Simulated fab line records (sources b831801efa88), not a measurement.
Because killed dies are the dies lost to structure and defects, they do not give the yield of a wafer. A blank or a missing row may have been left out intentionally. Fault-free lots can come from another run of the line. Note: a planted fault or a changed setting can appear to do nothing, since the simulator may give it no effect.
Split-lot trial -- flow gf180mcu -- route with 602 steps; 5 lots, 23 wafers read

ABOUT THE SPLIT
At GF_LVPWELL_IMPLANT_08, the setting dose cm2 was moved away from the recipe's 1.5e+13 on 7 of the 23 wafers read, by -11.7% to +8.5%. The other wafers ran this setting at the recipe's value.

FROM THE SPLIT TO THE READING: what the file shows between them, 2 steps
- GF_LVPWELL_IMPLANT_09
- GF_LVPWELL_STRIP_10: strips in O2/N2

THE READING
LVPWELL_TW, at GF_LVPWELL_TW_MEAS_11. On this fab line, fault-free wafers typically give 563 with a standard deviation of 4.

wafer,"tool, chamber at the split",dose cm2 as run,against the recipe,LVPWELL_TW,against lot-mates on the recipe
L076.2,"implanter-01, 0",1.628e+13,+8.5%,580,+14
L076.3,"implanter-01, 0",1.5e+13,recipe,565,-
L076.4,"implanter-01, 0",1.628e+13,+8.5%,577,+10
L076.5,"implanter-01, 0",1.628e+13,+8.5%,576,+10
L076.6,"implanter-01, 0",1.5e+13,recipe,568,-
L079.2,"implanter-02, 0",1.5e+13,recipe,557,-
L079.3,"implanter-02, 0",1.5e+13,recipe,556,-
L079.6,"implanter-02, 0",1.5e+13,recipe,557,-
L082.2,"implanter-02, 0",1.325e+13,-11.7%,541,-18
L082.3,"implanter-02, 0",1.5e+13,recipe,560,-
L082.4,"implanter-02, 0",1.5e+13,recipe,557,-
L082.5,"implanter-02, 0",1.325e+13,-11.7%,542,-17
L082.6,"implanter-02, 0",1.5e+13,recipe,561,-
L083.1,"implanter-02, 0",1.597e+13,+6.5%,574,+9
L083.3,"implanter-02, 0",1.5e+13,recipe,564,-
L083.4,"implanter-02, 0",1.597e+13,+6.5%,573,+8
L083.5,"implanter-02, 0",1.5e+13,recipe,566,-
L083.6,"implanter-02, 0",1.5e+13,recipe,564,-
L084.1,"implanter-02, 0",1.5e+13,recipe,557,-
L084.3,"implanter-02, 0",1.5e+13,recipe,559,-
L084.4,"implanter-02, 0",1.5e+13,recipe,557,-
L084.5,"implanter-02, 0",1.5e+13,recipe,561,-
L084.6,"implanter-02, 0",1.5e+13,recipe,557,-

FIT RESULTS
A straight line over all 23 wafers: LVPWELL_TW changes by +1.82 for each +1% of dose cm2; r = +0.94; the points scatter about the line by 3.5.
The same after taking each lot's own level away (the mean of its wafers on the recipe; 23 wafers): +1.43 for each +1%; r = +0.98; scatter 1.4.
The reading moves by 17 for the largest change in dose cm2, on that fit.
Measured against the standard deviation above, the lots' own levels, which go from 556.7 to 566.5, span 2.5 times it.
Hence the slope depends on the lot-to-lot level, as the two fits are not the same.
Check: for one of the wafers moved furthest among these (-11.7%), held out of the fit, the line's prediction against its lot-mates is -16.3. It came out at -18.3 against them.

ADDITIONAL SPLITS CARRIED BY THESE WAFERS
Other splits were also applied to these wafers ahead of the reading. Each is held against what the fit with the lots' levels taken away leaves over:
other split on the same wafers,wafers away from the commonest value,r with LVPWELL_TW (lot level and that fit taken away)
GF_STI_CVD_03 temp c,15,-0.17
GF_STI_ETCH_13 time s,6,+0.01
GF_NWELL_COAT_02 spin rpm,9,-0.22
GF_NWELL_STRIP_10 o2 flow sccm,7,-0.10
GF_LVPWELL_COAT_02 resist thk nm,9,-0.18

FILE'S OWN FIT
LVPWELL_TW changes by +1.43 for each +1% of dose cm2, r = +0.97.
